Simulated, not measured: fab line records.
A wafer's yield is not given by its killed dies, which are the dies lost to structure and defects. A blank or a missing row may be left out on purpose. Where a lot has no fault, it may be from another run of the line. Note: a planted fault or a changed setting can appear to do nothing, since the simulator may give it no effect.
Matching of chambers -- flow gf180mcu -- 4 sister chambers for GF_CONTACT_ETCH_16 on rie-diel-02
The step etches BARC in N2/H2. 7 wafers are shown with their chamber, then 7 later ones without.

## EACH WAFER AND ITS CHAMBER
wafer,chamber,drypump-motor-current-A (A),h2-flow-sccm (sccm)
L503.3,2,5.7,200.3
L503.5,3,6.0,199.9
L504.2,0,6.1,200.7
L504.4,2,5.7,201.2
L504.6,1,5.9,199.9
L516.2,0,6.1,199.9
L516.5,1,5.8,200.1

## WAFERS WITHOUT THEIR CHAMBER
wafer,drypump-motor-current-A (A),h2-flow-sccm (sccm)
L516.6,5.7,199.9
L520.2,6.1,199.2
L520.3,6.1,200.8
L520.5,6.0,200.6
L521.1,6.1,199.3
L521.3,5.7,199.5
L521.6,5.7,200.2

## THE CHAMBER EACH PASSED THROUGH
wafer,from the rows above,in truth
L516.6,can't be placed: 2 or 1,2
L520.2,can't be placed: 0 or 3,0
L520.3,0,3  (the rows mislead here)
L520.5,can't be placed: 3 or 0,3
L521.1,can't be placed: 0 or 3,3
L521.3,can't be placed: 2 or 1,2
L521.6,2,2
Correctly placed: 1 of 7. Unplaceable from these rows: 5, with the true chamber sitting among the candidates in 5. Number placed wrongly: 1.
How it was worked out, from the rows above alone: a wafer's distance from a chamber is the root of the sum, over the readings, of the square of ((its reading less the chamber's mean) divided by the reading's scatter). The wafer belongs to the nearest chamber; if the next one is less than 2 further off, it can't be placed. A chamber's mean is the mean of its shown wafers. The scatter: take each reading less its chamber's mean, square it, sum over the shown wafers, divide by the number of wafers less the number of chambers, and take the root.
